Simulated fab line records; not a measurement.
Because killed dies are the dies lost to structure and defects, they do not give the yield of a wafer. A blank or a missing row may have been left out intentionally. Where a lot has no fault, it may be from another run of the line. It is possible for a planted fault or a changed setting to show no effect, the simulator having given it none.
What tool caused it? | flow sky130 | Sampling: 14 lots, 42 wafers, 2 of 708 route steps

== WHAT EACH GAUGE READ, for each wafer ==
SKY_CAP2M_RS_MEAS_03: uses a four-point probe to measure.
lot  | measured     | on            | CAP2M_TIN_RS (ohm/sq)
L616 | day 39 11:55 | film metro-03 | 6.98 6.80 6.86
L618 | day 40 13:11 | film metro-03 | 6.96 6.98 7.01
L619 | day 40 14:13 | film metro-01 | 6.86 6.86 6.84
L621 | day 41 06:52 | film metro-02 | 6.84 6.83 6.87
L623 | day 42 00:34 | film metro-03 | 6.92 6.90 6.92
L628 | day 43 11:32 | film metro-03 | 6.99 7.03 6.97
L629 | day 43 12:14 | film metro-01 | 6.86 6.80 6.92
L631 | day 44 02:22 | film metro-02 | 6.91 6.94 6.94
L632 | day 44 06:55 | film metro-03 | 7.07 7.05 7.13
L633 | day 44 16:41 | film metro-01 | 6.84 6.84 6.79
L634 | day 44 19:47 | film metro-02 | 6.94 6.87 6.89
L635 | day 45 05:35 | film metro-03 | 6.99 6.93 6.91
L637 | day 45 21:47 | film metro-03 | 6.92 6.93 6.89
L638 | day 46 00:55 | film metro-03 | 7.00 6.95 6.90

== TOOL THAT RAN EACH LOT (tool first, then ch and the chambers of the sampled wafers, then the start) ==
lot  | SKY_RES_XHIGH_EXPOSE_04
L616 | iline stepper-01 ch 0, day 25 18:54
L618 | iline stepper-01 ch 0, day 26 23:31
L619 | iline stepper-02 ch 0, day 27 01:28
L621 | iline stepper-02 ch 0, day 28 00:35
L623 | iline stepper-01 ch 0, day 28 18:04
L628 | iline stepper-01 ch 0, day 30 12:29
L629 | iline stepper-02 ch 0, day 30 14:18
L631 | iline stepper-01 ch 0, day 31 06:37
L632 | iline stepper-01 ch 0, day 31 11:10
L633 | iline stepper-02 ch 0, day 31 23:47
L634 | iline stepper-02 ch 0, day 32 06:06
L635 | iline stepper-02 ch 0, day 32 15:22
L637 | iline stepper-02 ch 0, day 33 14:11
L638 | iline stepper-02 ch 0, day 33 15:15
- SKY_RES_XHIGH_EXPOSE_04: exposes mask URPM, target cd 1270 nm.

== AS READ BY THE TOOLS THEMSELVES (means over the sampled wafers that have a number; for cases with no such wafer, the mark the record gives instead) ==
The record holds no such reading with a usual standard deviation.

== THE ANSWER, worked out from the rows above alone ==
Rule: the lots themselves supply what counts as usual. The widest of any qualifying gaps counts: lots, ordered by their means at a reading, are off when they make up no more than a third of the lots, leave a main group of 4 or more, and stand apart from it by 3 or more times the standard deviation of that group's means. A main group whose means are all the same, to the digits that the tables above print for the reading, isn't used. A lot without any number at a reading at which 4 lots or more have one is off too. Any other lot the step has rows for is counted as sound. The gauges are gone through in route order, then the tools' own readings, and for those a lot's mean is taken as printed above. The first step at which some lot is off is used, and at that step the reading that is off furthest; a lot without a number counts as furthest.
No lot is off at any reading shown: from this, nothing can be told.

== WHAT WAS PUT IN BY THE SIMULATOR ==
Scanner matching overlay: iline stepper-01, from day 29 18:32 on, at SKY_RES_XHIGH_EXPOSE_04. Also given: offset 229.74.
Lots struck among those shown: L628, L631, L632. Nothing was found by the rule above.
